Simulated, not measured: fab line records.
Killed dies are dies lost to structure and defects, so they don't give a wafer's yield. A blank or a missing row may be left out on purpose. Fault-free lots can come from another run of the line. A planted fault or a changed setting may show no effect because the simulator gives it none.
fab line records / flow gf180mcu
record lots=12 wafers=36 last-day=34
route steps=602 shown M3@409 V4@476 MIM@508
lots that met no fault: taken from a fault-free run of the same line
start-h: the number of hours between the record's first day and the start of the first shown wafer of the lot / wait-h: hours elapsed since this lot's preceding step / " same as the row above / L1.1+2: a single row standing in for several wafers / - no value, or no start was given / * or withheld: withheld / < > ~ a bound
route shown NAME@n: names a module that has steps shown in the file, with the first one's number in the route / usual: average and standard deviation across the fault-free wafers / same: alike in all rows / chamber/n: place in a boat / sites: the reading at each site / _std_site: standard deviation across them / _edge_site: mean of outer sites minus mean of inner sites / radius-mm: how far each site lies from the wafer's centre / mask NAME#n: copy n / behind: the last tool/chamber to shape the wafer / hold: why the lot was held/for how many hours/how that ended / device: the n, p or np transistor that did not switch / end of line: at the end of the route, the tests of the same wafers / a step with no rows: only its recipe / killed: count of dies lost to structure and defects at first sort (not the wafer's yield) / map: shows each die of a wafer: x if killed, . if not, _ if none is there
set.NAME: the run value of the setting; set.NAME@STEP: its run value at that earlier step / model.NAME: the simulator's own value behind a step, which no gauge read
steps of the route over a sample of lots; a table a step, a row a wafer
services: from which hour (start-h, from the record's first day; less than 0 if before it) a tool's chamber was out of use, for how many hours, and why
## steps
# step GF_M3_SPUTTER_00
# recipe material=Ti target-thk-nm=37.5 arriving-ion-energy-ev=80 substrate-temp-c=200 chamber-pressure-pa=2 power-w=4000 time-s=150
# usual throttle-valve-pct=29.7/1.2
lot.wafer=L311.1 tool=pvd-sputter-03 chamber=- start-h=460.21 wait-h=0.2 throttle-valve-pct=30.1
lot.wafer=L311.2 tool=pvd-sputter-03 chamber=- start-h=460.21 wait-h=0.2 throttle-valve-pct=28.4
lot.wafer=L311.6 tool=pvd-sputter-03 chamber=- start-h=460.21 wait-h=0.2 throttle-valve-pct=30.1
lot.wafer=L312.4 tool=pvd-sputter-03 chamber=- start-h=468.05 wait-h=0.2 throttle-valve-pct=30.2
lot.wafer=L312.5 tool=pvd-sputter-03 chamber=- start-h=468.05 wait-h=0.2 throttle-valve-pct=30.2
lot.wafer=L312.6 tool=pvd-sputter-03 chamber=- start-h=468.05 wait-h=0.2 throttle-valve-pct=27.8
lot.wafer=L313.2 tool=pvd-sputter-01 chamber=- start-h=478.37 wait-h=0.1 throttle-valve-pct=28.8
lot.wafer=L313.3 tool=pvd-sputter-01 chamber=- start-h=478.37 wait-h=0.1 throttle-valve-pct=29.3
lot.wafer=L313.5 tool=pvd-sputter-01 chamber=- start-h=478.37 wait-h=0.1 throttle-valve-pct=29.0
lot.wafer=L316.2 tool=pvd-sputter-01 chamber=- start-h=505.65 wait-h=0.2 throttle-valve-pct=29.3
lot.wafer=L316.3 tool=pvd-sputter-01 chamber=- start-h=505.65 wait-h=0.2 throttle-valve-pct=29.2
lot.wafer=L316.6 tool=pvd-sputter-01 chamber=- start-h=505.65 wait-h=0.2 throttle-valve-pct=28.8
lot.wafer=L319.2 tool=pvd-sputter-02 chamber=- start-h=529.80 wait-h=0.2 throttle-valve-pct=30.8
lot.wafer=L319.3 tool=pvd-sputter-02 chamber=- start-h=529.80 wait-h=0.2 throttle-valve-pct=32.2
lot.wafer=L319.5 tool=pvd-sputter-02 chamber=- start-h=529.80 wait-h=0.2 throttle-valve-pct=30.7
lot.wafer=L320.1 tool=pvd-sputter-03 chamber=- start-h=546.81 wait-h=0.1 throttle-valve-pct=30.5
lot.wafer=L320.2 tool=pvd-sputter-03 chamber=- start-h=546.81 wait-h=0.1 throttle-valve-pct=28.6
lot.wafer=L320.3 tool=pvd-sputter-03 chamber=- start-h=546.81 wait-h=0.1 throttle-valve-pct=27.7
lot.wafer=L322.2 tool=pvd-sputter-01 chamber=- start-h=564.07 wait-h=0.2 throttle-valve-pct=29.8
lot.wafer=L322.5 tool=pvd-sputter-01 chamber=- start-h=564.07 wait-h=0.2 throttle-valve-pct=29.6
lot.wafer=L322.6 tool=pvd-sputter-01 chamber=- start-h=564.07 wait-h=0.2 throttle-valve-pct=29.5
lot.wafer=L323.2 tool=pvd-sputter-01 chamber=- start-h=568.16 wait-h=0.1 throttle-valve-pct=29.4
lot.wafer=L323.3 tool=pvd-sputter-01 chamber=- start-h=568.16 wait-h=0.1 throttle-valve-pct=29.0
lot.wafer=L323.6 tool=pvd-sputter-01 chamber=- start-h=568.16 wait-h=0.1 throttle-valve-pct=29.0
lot.wafer=L325.1 tool=pvd-sputter-03 chamber=- start-h=590.53 wait-h=0.1 throttle-valve-pct=30.5
lot.wafer=L325.4 tool=pvd-sputter-03 chamber=- start-h=590.53 wait-h=0.1 throttle-valve-pct=30.3
lot.wafer=L325.6 tool=pvd-sputter-03 chamber=- start-h=590.53 wait-h=0.1 throttle-valve-pct=30.6
lot.wafer=L331.1 tool=pvd-sputter-03 chamber=- start-h=643.39 wait-h=0.2 throttle-valve-pct=27.6
lot.wafer=L331.2 tool=pvd-sputter-03 chamber=- start-h=643.39 wait-h=0.2 throttle-valve-pct=30.3
lot.wafer=L331.3 tool=pvd-sputter-03 chamber=- start-h=643.39 wait-h=0.2 throttle-valve-pct=30.2
lot.wafer=L333.2 tool=pvd-sputter-02 chamber=- start-h=646.93 wait-h=0.1 throttle-valve-pct=31.0
lot.wafer=L333.3 tool=pvd-sputter-02 chamber=- start-h=646.93 wait-h=0.1 throttle-valve-pct=32.0
lot.wafer=L333.5 tool=pvd-sputter-02 chamber=- start-h=646.93 wait-h=0.1 throttle-valve-pct=31.8
lot.wafer=L334.1 tool=pvd-sputter-03 chamber=- start-h=651.60 wait-h=0.2 throttle-valve-pct=30.3
lot.wafer=L334.3 tool=pvd-sputter-03 chamber=- start-h=651.60 wait-h=0.2 throttle-valve-pct=28.5
lot.wafer=L334.5 tool=pvd-sputter-03 chamber=- start-h=651.60 wait-h=0.2 throttle-valve-pct=30.2
# step GF_V4_CVD_00
# recipe material=SiO2 target-thk-nm=600 sigma-open-frac=0.3 temp-c=400 time-s=100 sih4-flow-sccm=60 pressure-mtorr=6
# usual sih4-flow-sccm=60.04/0.18
lot.wafer=L311.1 tool=hdpcvd-02 chamber=1 start-h=534.16 wait-h=0.0 sih4-flow-sccm=59.97
lot.wafer=L311.2 tool=hdpcvd-02 chamber=2 start-h=534.16 wait-h=0.0 sih4-flow-sccm=59.96
lot.wafer=L311.6 tool=hdpcvd-02 chamber=0 start-h=534.16 wait-h=0.0 sih4-flow-sccm=60.05
lot.wafer=L312.4 tool=hdpcvd-02 chamber=1 start-h=541.93 wait-h=0.0 sih4-flow-sccm=60.07
lot.wafer=L312.5 tool=hdpcvd-02 chamber=2 start-h=541.93 wait-h=0.0 sih4-flow-sccm=60.19
lot.wafer=L312.6 tool=hdpcvd-02 chamber=0 start-h=541.93 wait-h=0.0 sih4-flow-sccm=59.93
lot.wafer=L313.2 tool=hdpcvd-02 chamber=2 start-h=552.26 wait-h=0.0 sih4-flow-sccm=60.17
lot.wafer=L313.3 tool=hdpcvd-02 chamber=1 start-h=552.26 wait-h=0.0 sih4-flow-sccm=59.95
lot.wafer=L313.5 tool=hdpcvd-02 chamber=2 start-h=552.26 wait-h=0.0 sih4-flow-sccm=60.05
lot.wafer=L316.2 tool=hdpcvd-02 chamber=1 start-h=577.64 wait-h=0.0 sih4-flow-sccm=60.41
lot.wafer=L316.3 tool=hdpcvd-02 chamber=1 start-h=577.64 wait-h=0.0 sih4-flow-sccm=60.36
lot.wafer=L316.6 tool=hdpcvd-02 chamber=0 start-h=577.64 wait-h=0.0 sih4-flow-sccm=60.06
lot.wafer=L319.2 tool=hdpcvd-01 chamber=1 start-h=600.50 wait-h=0.0 sih4-flow-sccm=59.83
lot.wafer=L319.3 tool=hdpcvd-01 chamber=0 start-h=600.50 wait-h=0.0 sih4-flow-sccm=60.30
lot.wafer=L319.5 tool=hdpcvd-01 chamber=0 start-h=600.50 wait-h=0.0 sih4-flow-sccm=60.22
lot.wafer=L320.1 tool=hdpcvd-02 chamber=2 start-h=614.51 wait-h=0.0 sih4-flow-sccm=60.02
lot.wafer=L320.2 tool=hdpcvd-02 chamber=1 start-h=614.51 wait-h=0.0 sih4-flow-sccm=60.05
lot.wafer=L320.3 tool=hdpcvd-02 chamber=0 start-h=614.51 wait-h=0.0 sih4-flow-sccm=60.05
lot.wafer=L322.2 tool=hdpcvd-02 chamber=1 start-h=630.56 wait-h=0.0 sih4-flow-sccm=60.00
lot.wafer=L322.5 tool=hdpcvd-02 chamber=0 start-h=630.56 wait-h=0.0 sih4-flow-sccm=89.73
lot.wafer=L322.6 tool=hdpcvd-02 chamber=2 start-h=630.56 wait-h=0.0 sih4-flow-sccm=60.05
lot.wafer=L323.2 tool=hdpcvd-01 chamber=2 start-h=634.85 wait-h=0.0 sih4-flow-sccm=59.89
lot.wafer=L323.3 tool=hdpcvd-01 chamber=1 start-h=634.85 wait-h=0.0 sih4-flow-sccm=60.11
lot.wafer=L323.6 tool=hdpcvd-01 chamber=0 start-h=634.85 wait-h=0.0 sih4-flow-sccm=60.07
lot.wafer=L325.1 tool=hdpcvd-02 chamber=2 start-h=655.64 wait-h=0.0 sih4-flow-sccm=60.23
lot.wafer=L325.4 tool=hdpcvd-02 chamber=0 start-h=655.64 wait-h=0.0 sih4-flow-sccm=90.43
lot.wafer=L325.6 tool=hdpcvd-02 chamber=2 start-h=655.64 wait-h=0.0 sih4-flow-sccm=60.02
lot.wafer=L331.1 tool=hdpcvd-01 chamber=1 start-h=704.08 wait-h=0.0 sih4-flow-sccm=60.20
lot.wafer=L331.2 tool=hdpcvd-01 chamber=0 start-h=704.08 wait-h=0.0 sih4-flow-sccm=60.16
lot.wafer=L331.3 tool=hdpcvd-01 chamber=2 start-h=704.08 wait-h=0.0 sih4-flow-sccm=59.95
lot.wafer=L333.2 tool=hdpcvd-01 chamber=1 start-h=708.19 wait-h=0.0 sih4-flow-sccm=59.92
lot.wafer=L333.3 tool=hdpcvd-01 chamber=2 start-h=708.19 wait-h=0.0 sih4-flow-sccm=60.06
lot.wafer=L333.5 tool=hdpcvd-01 chamber=2 start-h=708.19 wait-h=0.0 sih4-flow-sccm=59.97
lot.wafer=L334.1 tool=hdpcvd-02 chamber=0 start-h=710.91 wait-h=0.0 sih4-flow-sccm=59.97
lot.wafer=L334.3 tool=hdpcvd-02 chamber=1 start-h=710.91 wait-h=0.0 sih4-flow-sccm=60.26
lot.wafer=L334.5 tool=hdpcvd-02 chamber=0 start-h=710.91 wait-h=0.0 sih4-flow-sccm=60.07
# step GF_V4_THK_MEAS_01
# recipe reads=SiO2_of_V4_CVD_00
# usual V4_CVD_00_THK=600/7.3
lot.wafer=L311.1 tool=film-metro-04 chamber=- start-h=534.23 wait-h=0.0 hold=- V4_CVD_00_THK[nm]=599
lot.wafer=L311.2 tool=film-metro-04 chamber=- start-h=534.23 wait-h=0.0 hold=- V4_CVD_00_THK[nm]=594
lot.wafer=L311.6 tool=film-metro-04 chamber=- start-h=534.23 wait-h=0.0 hold=- V4_CVD_00_THK[nm]=599
lot.wafer=L312.4 tool=film-metro-01 chamber=- start-h=542.00 wait-h=0.0 hold=- V4_CVD_00_THK[nm]=595
lot.wafer=L312.5 tool=film-metro-01 chamber=- start-h=542.00 wait-h=0.0 hold=- V4_CVD_00_THK[nm]=602
lot.wafer=L312.6 tool=film-metro-01 chamber=- start-h=542.00 wait-h=0.0 hold=- V4_CVD_00_THK[nm]=603
lot.wafer=L313.2 tool=film-metro-04 chamber=- start-h=552.34 wait-h=0.0 hold=- V4_CVD_00_THK[nm]=595
lot.wafer=L313.3 tool=film-metro-04 chamber=- start-h=552.34 wait-h=0.0 hold=- V4_CVD_00_THK[nm]=588
lot.wafer=L313.5 tool=film-metro-04 chamber=- start-h=552.34 wait-h=0.0 hold=- V4_CVD_00_THK[nm]=599
lot.wafer=L316.2 tool=film-metro-04 chamber=- start-h=577.75 wait-h=0.1 hold=- V4_CVD_00_THK[nm]=594
lot.wafer=L316.3 tool=film-metro-04 chamber=- start-h=577.75 wait-h=0.1 hold=- V4_CVD_00_THK[nm]=594
lot.wafer=L316.6 tool=film-metro-04 chamber=- start-h=577.75 wait-h=0.1 hold=- V4_CVD_00_THK[nm]=599
lot.wafer=L319.2 tool=film-metro-04 chamber=- start-h=600.58 wait-h=0.0 hold=- V4_CVD_00_THK[nm]=594
lot.wafer=L319.3 tool=film-metro-04 chamber=- start-h=600.58 wait-h=0.0 hold=- V4_CVD_00_THK[nm]=602
lot.wafer=L319.5 tool=film-metro-04 chamber=- start-h=600.58 wait-h=0.0 hold=- V4_CVD_00_THK[nm]=602
lot.wafer=L320.1 tool=film-metro-02 chamber=- start-h=614.58 wait-h=0.0 hold=- V4_CVD_00_THK[nm]=599
lot.wafer=L320.2 tool=film-metro-02 chamber=- start-h=614.58 wait-h=0.0 hold=- V4_CVD_00_THK[nm]=588
lot.wafer=L320.3 tool=film-metro-02 chamber=- start-h=614.58 wait-h=0.0 hold=- V4_CVD_00_THK[nm]=591
lot.wafer=L322.2 tool=film-metro-02 chamber=- start-h=630.64 wait-h=0.0 hold=await-dispo/0.2h/release V4_CVD_00_THK[nm]=594
lot.wafer=L322.5 tool=film-metro-02 chamber=- start-h=630.64 wait-h=0.0 hold=await-dispo/0.2h/release V4_CVD_00_THK[nm]=892
lot.wafer=L322.6 tool=film-metro-02 chamber=- start-h=630.64 wait-h=0.0 hold=await-dispo/0.2h/release V4_CVD_00_THK[nm]=588
lot.wafer=L322.2 tool=film-metro-02 chamber=- start-h=631.04 wait-h=0.4 hold=- V4_CVD_00_THK[nm]=594
lot.wafer=L322.5 tool=film-metro-02 chamber=- start-h=631.04 wait-h=0.4 hold=- V4_CVD_00_THK[nm]=892
lot.wafer=L322.6 tool=film-metro-02 chamber=- start-h=631.04 wait-h=0.4 hold=- V4_CVD_00_THK[nm]=589
lot.wafer=L323.2 tool=film-metro-04 chamber=- start-h=634.93 wait-h=0.0 hold=- V4_CVD_00_THK[nm]=607
lot.wafer=L323.3 tool=film-metro-04 chamber=- start-h=634.93 wait-h=0.0 hold=- V4_CVD_00_THK[nm]=612
lot.wafer=L323.6 tool=film-metro-04 chamber=- start-h=634.93 wait-h=0.0 hold=- V4_CVD_00_THK[nm]=602
lot.wafer=L325.1 tool=film-metro-04 chamber=- start-h=655.71 wait-h=0.0 hold=await-dispo/0.2h/release V4_CVD_00_THK[nm]=596
lot.wafer=L325.4 tool=film-metro-04 chamber=- start-h=655.71 wait-h=0.0 hold=await-dispo/0.2h/release V4_CVD_00_THK[nm]=895
lot.wafer=L325.6 tool=film-metro-04 chamber=- start-h=655.71 wait-h=0.0 hold=await-dispo/0.2h/release V4_CVD_00_THK[nm]=596
lot.wafer=L325.1 tool=film-metro-04 chamber=- start-h=655.94 wait-h=0.2 hold=- V4_CVD_00_THK[nm]=596
lot.wafer=L325.4 tool=film-metro-04 chamber=- start-h=655.94 wait-h=0.2 hold=- V4_CVD_00_THK[nm]=894
lot.wafer=L325.6 tool=film-metro-04 chamber=- start-h=655.94 wait-h=0.2 hold=- V4_CVD_00_THK[nm]=595
lot.wafer=L331.1 tool=film-metro-02 chamber=- start-h=704.15 wait-h=0.0 hold=- V4_CVD_00_THK[nm]=599
lot.wafer=L331.2 tool=film-metro-02 chamber=- start-h=704.15 wait-h=0.0 hold=- V4_CVD_00_THK[nm]=602
lot.wafer=L331.3 tool=film-metro-02 chamber=- start-h=704.15 wait-h=0.0 hold=- V4_CVD_00_THK[nm]=596
lot.wafer=L333.2 tool=film-metro-04 chamber=- start-h=708.27 wait-h=0.0 hold=- V4_CVD_00_THK[nm]=617
lot.wafer=L333.3 tool=film-metro-04 chamber=- start-h=708.27 wait-h=0.0 hold=- V4_CVD_00_THK[nm]=606
lot.wafer=L333.5 tool=film-metro-04 chamber=- start-h=708.27 wait-h=0.0 hold=- V4_CVD_00_THK[nm]=603
lot.wafer=L334.1 tool=film-metro-04 chamber=- start-h=710.98 wait-h=0.0 hold=- V4_CVD_00_THK[nm]=597
lot.wafer=L334.3 tool=film-metro-04 chamber=- start-h=710.98 wait-h=0.0 hold=- V4_CVD_00_THK[nm]=595
lot.wafer=L334.5 tool=film-metro-04 chamber=- start-h=710.98 wait-h=0.0 hold=- V4_CVD_00_THK[nm]=600
# step GF_V4_SPUTTER_22
# recipe material=TiN target-thk-nm=10 chamber-pressure-pa=5 power-w=4000 time-s=40
# usual throttle-valve-pct=29.2/0.74
lot.wafer=L311.1 tool=pvd-sputter-03 chamber=- start-h=558.19 wait-h=0.0 throttle-valve-pct=28.2
lot.wafer=L311.2 tool=pvd-sputter-03 chamber=- start-h=558.19 wait-h=0.0 throttle-valve-pct=27.6
lot.wafer=L311.6 tool=pvd-sputter-03 chamber=- start-h=558.19 wait-h=0.0 throttle-valve-pct=27.6
lot.wafer=L312.4 tool=pvd-sputter-04 chamber=- start-h=565.08 wait-h=0.0 throttle-valve-pct=28.7
lot.wafer=L312.5 tool=pvd-sputter-04 chamber=- start-h=565.08 wait-h=0.0 throttle-valve-pct=29.4
lot.wafer=L312.6 tool=pvd-sputter-04 chamber=- start-h=565.08 wait-h=0.0 throttle-valve-pct=29.5
lot.wafer=L313.2 tool=pvd-sputter-03 chamber=- start-h=575.89 wait-h=0.0 throttle-valve-pct=28.7
lot.wafer=L313.3 tool=pvd-sputter-03 chamber=- start-h=575.89 wait-h=0.0 throttle-valve-pct=27.4
lot.wafer=L313.5 tool=pvd-sputter-03 chamber=- start-h=575.89 wait-h=0.0 throttle-valve-pct=28.4
lot.wafer=L316.2 tool=pvd-sputter-01 chamber=- start-h=600.77 wait-h=0.0 throttle-valve-pct=29.1
lot.wafer=L316.3 tool=pvd-sputter-01 chamber=- start-h=600.77 wait-h=0.0 throttle-valve-pct=29.6
lot.wafer=L316.6 tool=pvd-sputter-01 chamber=- start-h=600.77 wait-h=0.0 throttle-valve-pct=29.4
lot.wafer=L319.2 tool=pvd-sputter-01 chamber=- start-h=622.37 wait-h=0.0 throttle-valve-pct=28.8
lot.wafer=L319.3 tool=pvd-sputter-01 chamber=- start-h=622.37 wait-h=0.0 throttle-valve-pct=29.1
lot.wafer=L319.5 tool=pvd-sputter-01 chamber=- start-h=622.37 wait-h=0.0 throttle-valve-pct=29.2
lot.wafer=L320.1 tool=pvd-sputter-04 chamber=- start-h=636.67 wait-h=0.0 throttle-valve-pct=28.7
lot.wafer=L320.2 tool=pvd-sputter-04 chamber=- start-h=636.67 wait-h=0.0 throttle-valve-pct=30.2
lot.wafer=L320.3 tool=pvd-sputter-04 chamber=- start-h=636.67 wait-h=0.0 throttle-valve-pct=29.2
lot.wafer=L322.2 tool=pvd-sputter-01 chamber=- start-h=652.24 wait-h=0.0 throttle-valve-pct=28.5
lot.wafer=L322.5 tool=pvd-sputter-01 chamber=- start-h=652.24 wait-h=0.0 throttle-valve-pct=29.4
lot.wafer=L322.6 tool=pvd-sputter-01 chamber=- start-h=652.24 wait-h=0.0 throttle-valve-pct=29.8
lot.wafer=L323.2 tool=pvd-sputter-01 chamber=- start-h=655.59 wait-h=0.0 throttle-valve-pct=29.0
lot.wafer=L323.3 tool=pvd-sputter-01 chamber=- start-h=655.59 wait-h=0.0 throttle-valve-pct=29.1
lot.wafer=L323.6 tool=pvd-sputter-01 chamber=- start-h=655.59 wait-h=0.0 throttle-valve-pct=28.8
lot.wafer=L325.1 tool=pvd-sputter-03 chamber=- start-h=676.97 wait-h=0.0 throttle-valve-pct=28.5
lot.wafer=L325.4 tool=pvd-sputter-03 chamber=- start-h=676.97 wait-h=0.0 throttle-valve-pct=27.6
lot.wafer=L325.6 tool=pvd-sputter-03 chamber=- start-h=676.97 wait-h=0.0 throttle-valve-pct=30.3
lot.wafer=L331.1 tool=pvd-sputter-04 chamber=- start-h=723.99 wait-h=0.0 throttle-valve-pct=29.2
lot.wafer=L331.2 tool=pvd-sputter-04 chamber=- start-h=723.99 wait-h=0.0 throttle-valve-pct=30.3
lot.wafer=L331.3 tool=pvd-sputter-04 chamber=- start-h=723.99 wait-h=0.0 throttle-valve-pct=29.5
lot.wafer=L333.2 tool=pvd-sputter-03 chamber=- start-h=727.52 wait-h=0.0 throttle-valve-pct=27.3
lot.wafer=L333.3 tool=pvd-sputter-03 chamber=- start-h=727.52 wait-h=0.0 throttle-valve-pct=28.6
lot.wafer=L333.5 tool=pvd-sputter-03 chamber=- start-h=727.52 wait-h=0.0 throttle-valve-pct=27.5
lot.wafer=L334.1 tool=pvd-sputter-04 chamber=- start-h=730.03 wait-h=0.0 throttle-valve-pct=29.5
lot.wafer=L334.3 tool=pvd-sputter-04 chamber=- start-h=730.03 wait-h=0.0 throttle-valve-pct=29.2
lot.wafer=L334.5 tool=pvd-sputter-04 chamber=- start-h=730.03 wait-h=0.0 throttle-valve-pct=29.5
# step GF_MIM_CVD_05
# recipe material=Si3N4 target-thk-nm=42 temp-max-c=400 temp-c=385 time-s=29.086 rf-w=450
# usual heater-power-w=655/80
lot.wafer=L311.1 tool=pecvd-03 chamber=1 start-h=559.04 wait-h=0.0 heater-power-w=915
lot.wafer=L311.2 tool=pecvd-03 chamber=2 start-h=559.04 wait-h=0.0 heater-power-w=670
lot.wafer=L311.6 tool=pecvd-03 chamber=0 start-h=559.04 wait-h=0.0 heater-power-w=605
lot.wafer=L312.4 tool=pecvd-02 chamber=1 start-h=565.95 wait-h=0.0 heater-power-w=734
lot.wafer=L312.5 tool=pecvd-02 chamber=0 start-h=565.95 wait-h=0.0 heater-power-w=629
lot.wafer=L312.6 tool=pecvd-02 chamber=2 start-h=565.95 wait-h=0.0 heater-power-w=633
lot.wafer=L313.2 tool=pecvd-02 chamber=1 start-h=576.74 wait-h=0.0 heater-power-w=735
lot.wafer=L313.3 tool=pecvd-02 chamber=2 start-h=576.74 wait-h=0.0 heater-power-w=532
lot.wafer=L313.5 tool=pecvd-02 chamber=1 start-h=576.74 wait-h=0.0 heater-power-w=705
lot.wafer=L316.2 tool=pecvd-02 chamber=0 start-h=601.65 wait-h=0.0 heater-power-w=715
lot.wafer=L316.3 tool=pecvd-02 chamber=2 start-h=601.65 wait-h=0.0 heater-power-w=557
lot.wafer=L316.6 tool=pecvd-02 chamber=0 start-h=601.65 wait-h=0.0 heater-power-w=721
lot.wafer=L319.2 tool=pecvd-01 chamber=1 start-h=623.23 wait-h=0.0 heater-power-w=547
lot.wafer=L319.3 tool=pecvd-01 chamber=2 start-h=623.23 wait-h=0.0 heater-power-w=618
lot.wafer=L319.5 tool=pecvd-01 chamber=1 start-h=623.23 wait-h=0.0 heater-power-w=556
lot.wafer=L320.1 tool=pecvd-03 chamber=0 start-h=637.52 wait-h=0.0 heater-power-w=674
lot.wafer=L320.2 tool=pecvd-03 chamber=2 start-h=637.52 wait-h=0.0 heater-power-w=651
lot.wafer=L320.3 tool=pecvd-03 chamber=1 start-h=637.52 wait-h=0.0 heater-power-w=788
lot.wafer=L322.2 tool=pecvd-02 chamber=2 start-h=653.09 wait-h=0.0 heater-power-w=598
lot.wafer=L322.5 tool=pecvd-02 chamber=2 start-h=653.09 wait-h=0.0 heater-power-w=619
lot.wafer=L322.6 tool=pecvd-02 chamber=1 start-h=653.09 wait-h=0.0 heater-power-w=666
lot.wafer=L323.2 tool=pecvd-01 chamber=0 start-h=656.44 wait-h=0.0 heater-power-w=618
lot.wafer=L323.3 tool=pecvd-01 chamber=1 start-h=656.44 wait-h=0.0 heater-power-w=628
lot.wafer=L323.6 tool=pecvd-01 chamber=0 start-h=656.44 wait-h=0.0 heater-power-w=592
lot.wafer=L325.1 tool=pecvd-01 chamber=0 start-h=677.82 wait-h=0.0 heater-power-w=574
lot.wafer=L325.4 tool=pecvd-01 chamber=0 start-h=677.82 wait-h=0.0 heater-power-w=599
lot.wafer=L325.6 tool=pecvd-01 chamber=2 start-h=677.82 wait-h=0.0 heater-power-w=601
lot.wafer=L331.1 tool=pecvd-02 chamber=0 start-h=724.86 wait-h=0.0 heater-power-w=636
lot.wafer=L331.2 tool=pecvd-02 chamber=2 start-h=724.86 wait-h=0.0 heater-power-w=561
lot.wafer=L331.3 tool=pecvd-02 chamber=1 start-h=724.86 wait-h=0.0 heater-power-w=604
lot.wafer=L333.2 tool=pecvd-02 chamber=1 start-h=728.42 wait-h=0.0 heater-power-w=718
lot.wafer=L333.3 tool=pecvd-02 chamber=0 start-h=728.42 wait-h=0.0 heater-power-w=650
lot.wafer=L333.5 tool=pecvd-02 chamber=1 start-h=728.42 wait-h=0.0 heater-power-w=712
lot.wafer=L334.1 tool=pecvd-03 chamber=2 start-h=730.88 wait-h=0.0 heater-power-w=728
lot.wafer=L334.3 tool=pecvd-03 chamber=1 start-h=730.88 wait-h=0.0 heater-power-w=887
lot.wafer=L334.5 tool=pecvd-03 chamber=0 start-h=730.88 wait-h=0.0 heater-power-w=657
## services
tool=pvd-sputter-01 chamber=- start-h=436.85 hours=4.1 kind=repair
tool=pvd-sputter-02 chamber=- start-h=457.48 hours=4.7 kind=repair
tool=pvd-sputter-04 chamber=- start-h=458.59 hours=4.8 kind=repair
tool=pvd-sputter-03 chamber=- start-h=468.37 hours=1.3 kind=repair
tool=pvd-sputter-03 chamber=- start-h=468.52 hours=1.4 kind=repair
tool=hdpcvd-02 chamber=- start-h=469.10 hours=5.5 kind=pm
tool=hdpcvd-01 chamber=- start-h=475.82 hours=1.2 kind=repair
tool=pecvd-03 chamber=- start-h=487.31 hours=0.7 kind=repair
tool=hdpcvd-02 chamber=- start-h=491.26 hours=4.3 kind=pm
tool=pecvd-01 chamber=2 start-h=499.83 hours=5.9 kind=repair
tool=pecvd-02 chamber=- start-h=501.89 hours=2.8 kind=pm
tool=hdpcvd-02 chamber=0 start-h=502.03 hours=18.0 kind=repair
tool=hdpcvd-02 chamber=2 start-h=509.25 hours=4.0 kind=repair
tool=pecvd-01 chamber=0 start-h=527.18 hours=5.4 kind=repair
tool=pvd-sputter-03 chamber=- start-h=531.60 hours=3.2 kind=repair
tool=hdpcvd-01 chamber=- start-h=539.25 hours=15.0 kind=pm
tool=pecvd-01 chamber=- start-h=558.36 hours=0.5 kind=repair
tool=hdpcvd-02 chamber=2 start-h=574.17 hours=3.5 kind=repair
tool=pecvd-01 chamber=- start-h=591.12 hours=14.0 kind=pm
tool=pvd-sputter-04 chamber=- start-h=603.30 hours=2.9 kind=repair
tool=pecvd-02 chamber=0 start-h=645.34 hours=11.7 kind=repair
tool=hdpcvd-01 chamber=- start-h=651.79 hours=6.0 kind=pm
tool=pvd-sputter-04 chamber=- start-h=670.29 hours=4.1 kind=repair
tool=pecvd-03 chamber=- start-h=677.82 hours=0.4 kind=repair
## key
first-sign step=GF_V4_CVD_00 reading=sih4-flow-sccm direction=up sigmas=99+ usual=60.04 struck=90.08
effect step=GF_V4_THK_MEAS_01 reading=visit direction=added
effect step=GF_V4_THK_MEAS_01 reading=V4_CVD_00_THK direction=up sigmas=40 usual=600 struck=893
met-at GF_V4_CVD_00
struck-lots L322,L325
struck-wafers L322.5,L325.4
not-acting-at GF_M3_SPUTTER_00,GF_V4_SPUTTER_22,GF_MIM_CVD_05
onset-between 614.51 630.56
fault kind=process-parameter-drift tool=hdpcvd-02 chamber=0 onset-h=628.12 steps=GF_V4_CVD_00 channel=sih4-flow-sccm offset=30 shape=step end-h=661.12 acts-in=these-recipes-only stated=60
